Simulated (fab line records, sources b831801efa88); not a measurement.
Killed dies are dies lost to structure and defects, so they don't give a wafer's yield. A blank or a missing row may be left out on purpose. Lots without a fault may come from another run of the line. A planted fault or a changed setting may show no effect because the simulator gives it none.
A struck lot beside a sound one | flow sky130 | 32 steps out of a route of 708
Sound: wafers L329.1, L329.4, L329.5. Struck: wafers L342.1, L342.3, L342.5. The cause comes at the end.
At each step with rows: each side's tool, then ch and its chambers, then its first start. Under that, the readings that differ: sound wafers | struck wafers | difference of the means | sigmas: that difference in standard deviations of wafers without a fault.
alike: readings whose means differ by less than 2 such deviations, and words and numbers that are the same on both sides. not compared: withheld readings, readings that some wafer has no value for, bounds like >300 that may hide the same value, and numbers for which the record gives no deviation and whose values overlap.
The two part at a step that has a row with sigmas, a row that says differs or no value, or rows on one side only. Numbers that don't overlap but have no deviation are shown without sigmas and don't part them. A reading that every wafer of one side lacks parts them only if that side has two wafers or more.

SKY_CAPM_THK_MEAS_01:
  sound on film_metro-02, day 37 22:10; struck on film_metro-02, day 41 21:22
  alike: CAPM_CVD_00_THK
SKY_CAPM_SPUTTER_02: material TiN, target thk 200 nm, time 166.7 s.
  sound on pvd_sputter-01, day 37 22:13; struck on pvd_sputter-02, day 41 21:25
  alike: throttle_valve_pct
SKY_CAPM_RS_MEAS_03: measures by four-point-probe.
  sound on film_metro-03, day 37 22:20; struck on film_metro-04, day 41 21:32
  reading              | sound          | struck         | difference | sigmas
  CAPM_TIN_RS (ohm/sq) | 6.89 6.93 7.01 | 6.74 6.77 6.79 | -0.18      | -2
SKY_CAPM_THK_MEAS_04: measures by xrf.
  sound on film_metro-03, day 37 22:27; struck on film_metro-04, day 41 21:40
  alike: CAPM_TIN_THK
then, 7 steps without rows for these wafers: SKY_CAPM_DEHYDRATE_05 (time 60 s); SKY_CAPM_HMDS_06 (prime time 60 s); SKY_CAPM_COAT_07 (resist thk 1140 nm); SKY_CAPM_SOFTBAKE_08 (time 60 s); SKY_CAPM_EXPOSE_09 (exposes mask CAPM, target cd 1000 nm); SKY_CAPM_PEB_10; SKY_CAPM_DEVELOP_11 (develop time 60 s).
SKY_CAPM_OVL_MEAS_12:
  sound on overlay-01, day 38 23:20; struck on overlay-02, day 42 21:30
  alike: CAPM_OVL
SKY_CAPM_METAL_ETCH_13: etches TiN in Cl2/BCl3, stops on SiO2, target depth 220 nm, time 62.9 s.
  sound on rie_metal-03 ch 1, day 38 23:23; struck on rie_metal-03 ch 0, day 42 21:32
  reading                               | sound             | struck           | difference | sigmas
  run_length_s (s)                      | 92.4 92.2 91.8    | 93.8 93.1 93.8   | +1.4       | +3
  model.SiO2_of_CAPM_CVD_00.thk_nm (nm) | 15.43 15.59 15.64 | 14.7 14.82 14.61 | -0.8       |
  alike: drypump_motor_current_A, oes_product_au, throttle_valve_pct
  not compared: rf_hours_counter_h
SKY_CAPM_STRIP_14: strips in O2/N2.
  sound on plasma_asher-03 ch 0,1, day 38 23:28; struck on plasma_asher-01 ch 0,1, day 42 21:37
  alike: drypump_motor_current_A, oes_product_au, strip_time_to_endpoint_s
  not compared: rf_hours_counter_h
then, 11 steps without rows for these wafers: SKY_CAPM_STRIP_15 (strips in post etch residue remover, time 1200 s); SKY_CAPM_CLEAN_16 (cleans in IPA, time 180 s); SKY_CAPM_CLEAN_17 (cleans in O3/DIW); SKY_METAL3_DEHYDRATE_05 (time 60 s); SKY_METAL3_HMDS_06 (prime time 60 s); SKY_METAL3_COAT_07 (resist thk 60 nm); SKY_METAL3_COAT_08 (resist thk 1140 nm); SKY_METAL3_SOFTBAKE_09 (time 90 s); SKY_METAL3_EXPOSE_10 (exposes mask MM3, target cd 300 nm); SKY_METAL3_PEB_11; SKY_METAL3_DEVELOP_12 (develop time 60 s).
SKY_METAL3_CD_MEAS_13: target cd 300 nm.
  sound on cd_sem-01, day 40 01:00; struck on cd_sem-01, day 43 21:19
  alike: cd_nm
SKY_METAL3_OVL_MEAS_14:
  sound on overlay-02, day 40 01:07; struck on overlay-02, day 43 21:26
  alike: METAL3_OVL
SKY_METAL3_DESCUM_15: chemistry O2, time 8 s.
  sound on rie_metal-01 ch 0,1, day 40 01:10; struck on rie_metal-03 ch 1, day 43 21:29
  reading               | sound             | struck            | difference | sigmas
  oes_product_au (a.u.) | 0.988 0.993 0.994 | 1.024 1.026 1.019 | +0.031     | +2
  alike: drypump_motor_current_A, temp_c
  not compared: rf_hours_counter_h
SKY_METAL3_ETCH_16: etches BARC in N2/H2, stops on SiO2, time 88.2 s, target depth 60 nm.
  sound on rie_metal-01 ch 0,1, day 40 01:11; struck on rie_metal-03 ch 1, day 43 21:32
  alike: drypump_motor_current_A, oes_product_au, run_length_s, throttle_valve_pct
  not compared: rf_hours_counter_h
SKY_METAL3_ETCH_17: etches SiO2 in C4F8/O2/Ar, stops on TiN, time 3.9 s, target depth 15 nm.
  sound on rie_diel-02 ch 1,2,3, day 40 01:17; struck on rie_diel-01 ch 0,2,3, day 43 21:44
  reading                  | sound             | struck            | difference | sigmas
  oes_product_au (a.u.)    | 0.748 0.766 0.752 | 0.728 0.742 0.734 | -0.021     | -3
  model.etch.depth_nm (nm) | 15.43 15.59 15.64 | 14.7 14.82 14.61  | -0.8       |
  not compared: rf_hours_counter_h
SKY_METAL3_METAL_ETCH_18: etches the open film in Cl2/BCl3, stops on SiO2, target depth 845 nm, time 183.1 s.
  sound on rie_metal-03 ch 0,1, day 40 01:19; struck on rie_metal-02 ch 0,1, day 43 21:45
  alike: drypump_motor_current_A, oes_product_au, run_length_s, throttle_valve_pct
  not compared: rf_hours_counter_h
-- the record jumps here: 6 days lie between the struck wafers' starts before and after (it left off in module METAL3 and takes up again in module PAD_OPEN, whose first step shown is number 708 of the route) --
SKY_PAD_OPEN_PROBE_99:
  sound on prober-01, day 47 04:20; struck on prober-02, day 50 05:56
  alike: defect_limited_yield, killed_at_M0_to_M3, killed_at_M4_up, killed_at_contacts, killed_at_front_end, killed_at_other, killed_dies, killed_on_rim, killed_open, killed_short, sort_bin_3_pad_short, sort_bin_5_function, sort_bin_6_memory, sort_n_pass, sort_yield_pct

WHERE THEY PART
First at SKY_CAPM_RS_MEAS_03; last, within this record, at SKY_METAL3_ETCH_17. Later steps at which nothing parts them and some readings are alike: SKY_METAL3_METAL_ETCH_18, SKY_PAD_OPEN_PROBE_99.

WHY: what the simulator had put in
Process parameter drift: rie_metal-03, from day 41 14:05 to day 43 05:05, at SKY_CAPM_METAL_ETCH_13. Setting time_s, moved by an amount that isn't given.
